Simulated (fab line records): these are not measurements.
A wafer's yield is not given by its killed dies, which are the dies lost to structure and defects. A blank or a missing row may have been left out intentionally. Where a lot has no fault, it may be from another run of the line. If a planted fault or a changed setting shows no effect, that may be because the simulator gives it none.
Problem report, 8D (eight disciplines) form, completed by code	flow sky130	the parts of the form that need people (team, actions taken, sign-off) are left out

== 1. THE ISSUE ==
Wafers without a fault read 26, standard deviation 5.2; killedAtContacts at SKY_PAD_OPEN_PROBE_99 reads a mean of 69 on 6 wafers belonging to 2 lots. That is +8.3 standard deviations from the usual mean.
First seen on wafer L716.1, day 49 09:34, on prober-02. At this step, 6 wafers from 2 lots have a number in the record. By rule, "out" or "out of limits" means more than 4 standard deviations away from the usual mean. The rest of the wafers with a number are treated as sound.

== 2. WHAT IT IS; WHAT IT IS NOT ==
question	is	is not
which readings at this step	killedAtContacts	killed_at_M0_to_M3, killed_at_M4_up, killedAtFrontEnd, killedAtOther, killedOpen
which lots	L716, L717	-
which wafers of those lots	all that have a number	-
read on which tools	prober-01, prober-02	-
when	from day 49 09:34	up to then (0 sound wafers)

== 3. WHAT RULES OUT EACH SUSPECT ==
Counting: a tool at a process step up to the reading stays a suspect if it ran every lot that is out and no sound lot after the first of them.
- cvdW-01 at SKY_CONTACT_CVD_24 (deposits W, target thk 340 nm, time 102.12 s): kept. It ran every lot that is out, first L716 (day 36 09:56), and no sound lot after that.
After counting, what remains is cvdW-01 at SKY_CONTACT_CVD_24.

== 4. THE CAUSE (what the simulator had put in) ==
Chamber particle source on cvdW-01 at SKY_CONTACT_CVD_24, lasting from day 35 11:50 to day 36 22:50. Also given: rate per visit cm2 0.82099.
This tool alone remained once counting was done.

== 5. THE CHAIN OF EFFECTS, in route order ==
Each row: a reading where the mean over the struck wafers with a number is more than 3 standard deviations away from the usual. Scope: only readings with a usual standard deviation given in the record; hours: median across lots of the time from each lot's start at the first step in this table that gives one to its start at this step; sigmas: change in usual standard deviations.
hours	step	reading	usual	on struck wafers	change	sigmas
0	SKY_PAD_OPEN_PROBE_99	killedAtContacts	26	69	+43	+8.3
0	SKY_PAD_OPEN_PROBE_99	killedDies	87	125	+38	+3.8
The process steps in it:
- SKY_PAD_OPEN_PROBE_99

== 6. WHAT WOULD HAVE CAUGHT IT SOONER ==
In this record the first reading out of limits was taken at day 49 09:34, 334 hours after the fault began at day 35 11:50.
Tool readings at SKY_CONTACT_CVD_24 with a usual standard deviation given in the record: none out on any struck wafer, hence no alarm at a limit of 4 standard deviations on them.
Lots out: 2; all had begun SKY_CONTACT_CVD_24 on cvdW-01 by day 49 09:34. A hold on the tool at that time would have spared none of them.
